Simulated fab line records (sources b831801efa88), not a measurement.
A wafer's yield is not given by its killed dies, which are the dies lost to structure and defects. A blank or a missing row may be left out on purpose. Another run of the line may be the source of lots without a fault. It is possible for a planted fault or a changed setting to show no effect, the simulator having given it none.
Matching of chambers	flow gf180mcu	GF_V2_CMP_04 on cmp-01: 4 sister chambers
The step polishes SiO2. 36 wafers are shown with their chamber, then 12 later ones without.

EACH WAFER AND ITS CHAMBER
wafer	chamber	motorCurrentA (A)	timeToEndpointS (s)
L074.1	3	11.9	79
L074.2	2	11.9	79
L074.5	3	11.7	85
L074.3	1	12.8	76
L074.4	0	10.6	77
L074.6	0	11.0	75
L078.1	0	10.5	78
L078.2	1	12.2	78
L078.5	0	10.0	76
L079.3	1	12.7	72
L079.5	3	11.5	80
L079.6	0	10.7	77
L080.2	3	12.0	73
L080.3	1	12.3	74
L080.5	3	11.6	82
L081.1	0	10.2	73
L081.2	1	12.4	82
L081.4	2	11.4	87
L081.3	3	11.3	83
L081.5	3	12.4	85
L081.6	2	12.1	86
L082.1	2	11.8	72
L082.5	3	11.6	76
L082.6	0	11.1	71
L083.1	2	11.7	72
L083.2	1	12.5	73
L083.4	0	10.7	71
L088.2	3	11.7	79
L088.4	2	11.9	79
L088.5	2	11.2	85
L089.4	1	11.8	80
L089.5	1	12.0	79
L089.6	0	10.8	78
L091.1	0	10.1	74
L091.3	1	12.4	76
L091.5	1	12.5	79

SIGNATURES (averages over the wafers above)
reading	chamber 0	chamber 1	chamber 2	chamber 3	scatter within a chamber
motorCurrentA	10.570	12.360	11.714	11.744	0.33
timeToEndpointS	75.00	76.90	80.00	80.22	4.06
Rule: distance of a wafer from a chamber = root of the sum over the readings of ((wafer's reading minus chamber's mean) / reading's scatter) squared. The wafer belongs to the nearest chamber; if the next one is less than 2 further off, it can't be placed. The scatter: the root of (the sum of the squares of (reading less its chamber's mean) over the shown wafers, divided by (wafers less chambers)).

WAFERS WITHOUT THEIR CHAMBER
wafer	motorCurrentA (A)	timeToEndpointS (s)
L091.2	11.3	82
L091.4	11.4	84
L091.6	11.7	81
L092.2	11.4	76
L092.5	12.6	77
L092.6	11.5	84
L094.2	11.1	74
L094.3	11.9	74
L094.5	11.7	85
L096.3	12.0	75
L096.5	12.0	80
L096.6	11.8	84

THE CHAMBER EACH PASSED THROUGH
wafer	from the rows above	in truth
L091.2	can't be placed: 2 or 3 or 0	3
L091.4	can't be placed: 2 or 3 or 0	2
L091.6	can't be placed: 3 or 2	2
L092.2	can't be placed: 2 or 3 or 0 or 1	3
L092.5	can't be placed: 1 or 3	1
L092.6	can't be placed: 2 or 3 or 1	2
L094.2	can't be placed: 0 or 2 or 3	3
L094.3	can't be placed: 1 or 2 or 3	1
L094.5	can't be placed: 3 or 2 or 1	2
L096.3	can't be placed: 1 or 3 or 2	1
L096.5	can't be placed: 3 or 2 or 1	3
L096.6	can't be placed: 3 or 2 or 1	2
Correct placement for 0 of the 12. Unplaceable from these rows: 12, with the true chamber sitting among the candidates in 12. Number placed wrongly: 0.
